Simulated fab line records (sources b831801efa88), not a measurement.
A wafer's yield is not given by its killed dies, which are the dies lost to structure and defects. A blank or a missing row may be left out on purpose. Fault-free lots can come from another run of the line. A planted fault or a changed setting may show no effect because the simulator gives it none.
Matching of chambers | flow gf180mcu | cmp-01 running GF_CONTACT_CMP_04: 4 sister chambers
The step polishes SiO2. 8 wafers are shown with their chamber, then 9 later ones without.

== WAFERS WITH THEIR CHAMBER ==
wafer  | chamber | motor current A (A) | time to endpoint s (s)
L965.6 | 2       | 11.0                | 120
L971.1 | 2       | 10.8                | 109
L971.2 | 1       | 9.7                 | 104
L972.1 | 0       | 11.5                | 113
L972.2 | 1       | 9.9                 | 107
L973.1 | 0       | 11.3                | 102
L973.2 | 3       | 11.6                | 103
L973.5 | 3       | 11.8                | 99

== WAFERS WITHOUT THEIR CHAMBER ==
wafer  | motor current A (A) | time to endpoint s (s)
L977.2 | 11.6                | 105
L977.5 | 11.7                | 114
L977.6 | 11.9                | 102
L978.2 | 11.1                | 104
L978.4 | 12.5                | 104
L978.5 | 11.9                | 123
L982.2 | 11.2                | 100
L982.3 | 11.4                | 108
L982.5 | 11.7                | 105

== EACH ONE'S CHAMBER ==
wafer  | from the rows above          | in truth
L977.2 | can't be placed: 3 or 0      | 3
L977.5 | can't be placed: 3 or 0      | 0
L977.6 | 3                            | 3
L978.2 | can't be placed: 0 or 2      | 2
L978.4 | 3                            | 3
L978.5 | can't be placed: 3 or 0      | 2
L982.2 | can't be placed: 0 or 2 or 3 | 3
L982.3 | 0                            | 0
L982.5 | can't be placed: 3 or 0      | 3
Correctly placed: 3 of 9. Unplaceable from these rows: 6, with the true chamber sitting among the candidates in 5. 0 placed wrongly.
How it was worked out, from the rows above alone: a wafer's distance from a chamber is the root of the sum, over the readings, of the square of ((its reading less the chamber's mean) divided by the reading's scatter). The wafer belongs to the nearest chamber; if the next one is less than 2 further off, it can't be placed. A chamber's mean is the mean of its shown wafers. The scatter: take each reading less its chamber's mean, square it, sum over the shown wafers, divide by the number of wafers less the number of chambers, and take the root.
